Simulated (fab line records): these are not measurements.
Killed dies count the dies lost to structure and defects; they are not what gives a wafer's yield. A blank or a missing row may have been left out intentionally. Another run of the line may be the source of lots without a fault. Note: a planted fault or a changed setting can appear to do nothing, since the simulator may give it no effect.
The tool behind it: which one? | flow gf180mcu | 36 wafers from 12 lots sampled at 6 of the route's 602 steps

WHAT EACH GAUGE READ, for each wafer
GF_VT_IMPLANT_RS_MEAS_48: uses a four-point probe to measure. Usual: LVPWELL_RS 1196 ohm/sq, standard deviation 3.
lot  | measured     | on            | LVPWELL_RS (ohm/sq) | flag
L532 | day 9 01:29  | film-metro-01 | 1198 1194 1197      |
L534 | day 9 14:53  | film-metro-01 | 1195 1196 1197      |
L535 | day 9 20:44  | film-metro-01 | 1190 1187 1192      |
L536 | day 10 03:25 | film-metro-03 | 1190 1192 1193      |
L539 | day 10 21:51 | film-metro-03 | 1194 1200 1195      |
L540 | day 11 02:08 | film-metro-04 | 1194 1189 1192      |
L541 | day 11 11:01 | film-metro-01 | 1200 1197 1197      |
L544 | day 12 07:46 | film-metro-04 | 1198 1194 1201      |
L545 | day 12 16:35 | film-metro-03 | 1199 1191 1194      |
L546 | day 12 23:23 | film-metro-01 | 1195 1194 1199      |
L547 | day 13 05:53 | film-metro-04 | 1197 1197 1197      |
L550 | day 14 06:39 | film-metro-01 | 1197 1197 1196      |

GF_HV_LDD_TW_MEAS_23. Usual: HV_LDD_2_TW 1066, standard deviation 6.7.
lot  | measured     | on            | HV_LDD_2_TW    | flag
L532 | day 12 11:52 | film-metro-04 | 1070 1076 1075 |
L534 | day 13 03:04 | film-metro-01 | 1064 1060 1060 |
L535 | day 13 08:03 | film-metro-01 | 1066 1060 1057 |
L536 | day 13 18:16 | film-metro-04 | 1074 1063 1069 |
L539 | day 14 13:13 | film-metro-03 | 1075 1075 1073 |
L540 | day 14 20:22 | film-metro-04 | 1058 1062 1068 |
L541 | day 15 04:19 | film-metro-04 | 1072 1074 1077 |
L544 | day 16 02:52 | film-metro-04 | 1063 1063 1067 |
L545 | day 16 15:58 | film-metro-01 | 1056 1059 1058 |
L546 | day 16 19:25 | film-metro-04 | 1067 1065 1061 |
L547 | day 17 03:04 | film-metro-01 | 1065 1062 1066 |
L550 | day 18 10:37 | film-metro-04 | 1066 1062 1064 |

GF_HV_LDD_TW_MEAS_38. Usual: HV_LDD_3_TW 1434, standard deviation 9.7.
lot  | measured     | on            | HV_LDD_3_TW    | flag
L532 | day 13 08:49 | film-metro-04 | 1426 1424 1427 |
L534 | day 13 23:50 | film-metro-04 | 1426 1426 1441 |
L535 | day 14 04:13 | film-metro-04 | 1369 1369 1378 | OFF
L536 | day 14 15:55 | film-metro-01 | 1381 1383 1377 | OFF
L539 | day 15 11:16 | film-metro-04 | 1440 1441 1435 |
L540 | day 15 19:12 | film-metro-01 | 1421 1425 1425 |
L541 | day 16 03:04 | film-metro-03 | 1441 1443 1434 |
L544 | day 17 02:16 | film-metro-03 | 1449 1445 1440 |
L545 | day 17 14:10 | film-metro-03 | 1448 1446 1442 |
L546 | day 17 18:00 | film-metro-03 | 1442 1450 1446 |
L547 | day 18 02:10 | film-metro-04 | 1427 1425 1419 |
L550 | day 19 11:16 | film-metro-01 | 1422 1427 1422 |

GF_HV_LDD_RS_MEAS_53: uses a four-point probe to measure. Usual: HV_LDD_RS 418.1 ohm/sq, standard deviation 0.99.
lot  | measured     | on            | HV_LDD_RS (ohm/sq) | flag
L532 | day 14 05:05 | film-metro-04 | 418.5 417.4 417.0  |
L534 | day 14 20:44 | film-metro-01 | 416.4 417.4 417.7  |
L535 | day 15 01:23 | film-metro-03 | 428.0 427.4 428.8  | OFF
L536 | day 15 12:55 | film-metro-01 | 426.9 426.3 426.9  | OFF
L539 | day 16 10:20 | film-metro-04 | 419.0 416.5 417.4  |
L540 | day 16 18:25 | film-metro-01 | 417.3 418.3 418.3  |
L541 | day 17 02:22 | film-metro-01 | 416.6 418.3 417.8  |
L544 | day 18 00:54 | film-metro-03 | 419.6 418.7 418.2  |
L545 | day 18 13:29 | film-metro-01 | 417.5 417.5 416.8  |
L546 | day 18 17:50 | film-metro-01 | 418.3 417.3 418.8  |
L547 | day 19 01:47 | film-metro-03 | 416.3 417.1 417.0  |
L550 | day 20 11:59 | film-metro-04 | 419.0 420.6 420.3  |

WHICH TOOL RAN EACH LOT (tool, then ch and the chambers of the sampled wafers, then the start)
lot  | GF_POLY_GATE_ETCH_12               | GF_HV_LDD_IMPLANT_36
L532 | rie-diel-02 ch 0,2,3, day 10 18:07 | implanter-04 ch 0, day 13 08:36
L534 | rie-diel-04 ch 0,1, day 11 09:00   | implanter-03 ch 0, day 13 23:37
L535 | rie-diel-02 ch 1,2,3, day 11 13:48 | implanter-04 ch 0, day 14 03:58
L536 | rie-diel-03 ch 0,2, day 12 00:19   | implanter-04 ch 0, day 14 15:41
L539 | rie-diel-02 ch 0,1, day 12 17:06   | implanter-03 ch 0, day 15 11:01
L540 | rie-diel-02 ch 0,2, day 13 01:37   | implanter-02 ch 0, day 15 18:57
L541 | rie-diel-03 ch 0,1,2, day 13 07:10 | implanter-03 ch 0, day 16 02:49
L544 | rie-diel-03 ch 1,3, day 14 05:46   | implanter-02 ch 0, day 17 02:02
L545 | rie-diel-03 ch 1,2,3, day 14 16:12 | implanter-03 ch 0, day 17 13:55
L546 | rie-diel-04 ch 0,3, day 14 21:15   | implanter-03 ch 0, day 17 17:40
L547 | rie-diel-02 ch 0,1,3, day 15 04:52 | implanter-02 ch 0, day 18 01:55
L550 | rie-diel-03 ch 0,2,3, day 16 07:58 | implanter-04 ch 0, day 19 11:01
- GF_POLY_GATE_ETCH_12: etches BARC in N2/H2.
- GF_HV_LDD_IMPLANT_36

AS READ BY THE TOOLS THEMSELVES (means over the sampled wafers that have a number; for cases with no such wafer, the mark the record gives instead)
GF_POLY_GATE_ETCH_12. Usual: drypump-motor-current-A 5.9 A, standard deviation 0.54; oes-product-au 0.735 a.u., standard deviation 0.0043; throttle-valve-pct 13.214 %, standard deviation 0.0087.
lot  | tool        | drypump-motor-current-A (A) | oes-product-au (a.u.) | throttle-valve-pct (%) | flag
L532 | rie-diel-02 | 5.9                         | 0.736                 | 13.206                 |
L534 | rie-diel-04 | 5.9                         | 0.738                 | 13.229                 |
L535 | rie-diel-02 | 5.8                         | 0.736                 | 13.216                 |
L536 | rie-diel-03 | 5.9                         | 0.733                 | 13.212                 |
L539 | rie-diel-02 | 6.3                         | 0.736                 | 13.213                 |
L540 | rie-diel-02 | 5.9                         | 0.734                 | 13.210                 |
L541 | rie-diel-03 | 5.8                         | 0.733                 | 13.214                 |
L544 | rie-diel-03 | 5.1                         | 0.737                 | 13.212                 |
L545 | rie-diel-03 | 5.4                         | 0.734                 | 13.204                 |
L546 | rie-diel-04 | 6.2                         | 0.739                 | 13.210                 |
L547 | rie-diel-02 | 6.3                         | 0.735                 | 13.215                 |
L550 | rie-diel-03 | 5.5                         | 0.738                 | 13.218                 |

GF_HV_LDD_IMPLANT_36. Usual: dose-ions-cm2 7.501e+12, standard deviation 7.9e+09; faraday-current-uA 42.3, standard deviation 0.86.
lot  | tool         | dose-ions-cm2 | faraday-current-uA | flag
L532 | implanter-04 | 7.507e+12     | 42.9               |
L534 | implanter-03 | 7.513e+12     | 41.8               |
L535 | implanter-04 | 4.136e+12     | 22.7               | OFF
L536 | implanter-04 | 4.141e+12     | 23.4               | OFF
L539 | implanter-03 | 7.507e+12     | 42.0               |
L540 | implanter-02 | 7.515e+12     | 41.8               |
L541 | implanter-03 | 7.506e+12     | 43.1               |
L544 | implanter-02 | 7.508e+12     | 43.0               |
L545 | implanter-03 | 7.500e+12     | 41.7               |
L546 | implanter-03 | 7.508e+12     | 42.0               |
L547 | implanter-02 | 7.495e+12     | 42.2               |
L550 | implanter-04 | 7.505e+12     | 42.5               |

THE ANSWER, worked out from the rows above alone
Rule: a lot is off if the mean of its wafers that have a number lies more than 3 standard deviations from the usual mean. Also off: a lot with no number at a reading for which 4 or more lots have one. The other lots that the step has rows for count as sound. The gauges are gone through in route order, then the tools' own readings, and for those a lot's mean is taken as printed above. At the first step where some lot is off, the reading lying furthest off is the one used; lots without a number count as furthest.
Off: at GF_HV_LDD_TW_MEAS_38 (HV_LDD_3_TW), L535, L536.
A tool fits if, at a process step before that reading, it ran every lot that is off, and no sound lot after the first of them. The gauges at GF_HV_LDD_TW_MEAS_38 aren't tried: what is off there is off at GF_HV_LDD_IMPLANT_36 too, on other tools, and a gauge's error can't cause that. Of those tried, none fits.

WHAT THE SIMULATOR PUT IN
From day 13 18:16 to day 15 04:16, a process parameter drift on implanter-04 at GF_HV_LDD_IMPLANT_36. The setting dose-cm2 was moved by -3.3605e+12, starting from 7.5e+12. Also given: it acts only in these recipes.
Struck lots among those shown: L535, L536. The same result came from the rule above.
